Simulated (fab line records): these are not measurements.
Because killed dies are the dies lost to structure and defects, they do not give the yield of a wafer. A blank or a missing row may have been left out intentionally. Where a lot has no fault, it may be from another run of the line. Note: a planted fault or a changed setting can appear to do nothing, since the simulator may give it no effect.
What tool caused it?	flow sky130	30 wafers from 10 lots sampled at 3 of the route's 708 steps

== WHAT THE GAUGES READ, wafer by wafer ==
SKY_METAL2_RS_MEAS_05: the measuring method here is four-point-probe.
lot	measured	on	METAL2_ALCU_RS (ohm/sq)
L977	day 33 18:23	film metro-01	0.1282 0.1289 0.1281
L978	day 33 21:17	film metro-01	0.1257 0.1260 0.1257
L981	day 35 05:22	film metro-02	0.1275 0.1274 0.1266
L983	day 35 22:07	film metro-01	0.1266 0.0822 0.0822
L993	day 38 22:00	film metro-01	0.1263 0.1260 0.1263
L996	day 39 23:53	film metro-02	0.1276 0.1269 0.1270
L997	day 40 06:50	film metro-02	0.1260 0.1272 0.1261
L998	day 40 14:25	film metro-04	0.1270 0.1270 0.1269
L999	day 40 23:26	film metro-02	0.1296 0.1285 0.1302
L100	day 41 03:00	film metro-01	0.1271 0.1269 0.1276

== WHAT TOOL EACH LOT RAN ON (gives the tool, then ch and the chambers of the sampled wafers, and finally the start) ==
lot	SKY_METAL1_SPUTTER_00	SKY_METAL2_SPUTTER_02
L977	pvd sputter-01, day 31 09:33	pvd sputter-02, day 33 18:17
L978	pvd sputter-03, day 31 13:02	pvd sputter-01, day 33 21:10
L981	pvd sputter-02, day 32 21:19	pvd sputter-04, day 35 05:16
L983	pvd sputter-02, day 33 13:53	pvd sputter-01, day 35 21:59
L993	pvd sputter-02, day 36 16:16	pvd sputter-02, day 38 21:52
L996	pvd sputter-03, day 37 18:23	pvd sputter-01, day 39 23:41
L997	pvd sputter-01, day 38 01:54	pvd sputter-04, day 40 06:43
L998	pvd sputter-01, day 38 09:00	pvd sputter-01, day 40 14:19
L999	pvd sputter-01, day 38 18:50	pvd sputter-01, day 40 23:19
L100	pvd sputter-01, day 38 22:48	pvd sputter-01, day 41 02:53
- SKY_METAL1_SPUTTER_00: material Ti, target thk 15 nm, time 10 s.
- SKY_METAL2_SPUTTER_02: material AlCu, target thk 250 nm, time 13.3 s.

== THE ANSWER, worked out from the rows above alone ==
Rule: the usual values come from the lots themselves. Put in order of their means at a reading, lots are off if they are a third of the lots or fewer, leave a main group of 4 or more, and stand apart from it by a gap of 3 or more times the standard deviation of the main group's means; of several such gaps the widest counts. Not used: any main group whose means are identical at the precision the tables above print for the reading. Also off: a lot with no number at a reading for which 4 or more lots have one. Where the step has rows for the other lots, those lots are counted as sound.
Off: L983, at SKY_METAL2_RS_MEAS_05 (METAL2_ALCU_RS). Mean 0.1272 ohm/sq and standard deviation 0.0011 in the main group.
If a tool, at a process step before that reading, ran all the lots that are off and no sound lot after the first of them, it fits. Gauges at SKY_METAL2_RS_MEAS_05: tried the same way as those tools. Not one of the candidates tried fits.

== WHAT HAD BEEN PUT IN BY THE SIMULATOR ==
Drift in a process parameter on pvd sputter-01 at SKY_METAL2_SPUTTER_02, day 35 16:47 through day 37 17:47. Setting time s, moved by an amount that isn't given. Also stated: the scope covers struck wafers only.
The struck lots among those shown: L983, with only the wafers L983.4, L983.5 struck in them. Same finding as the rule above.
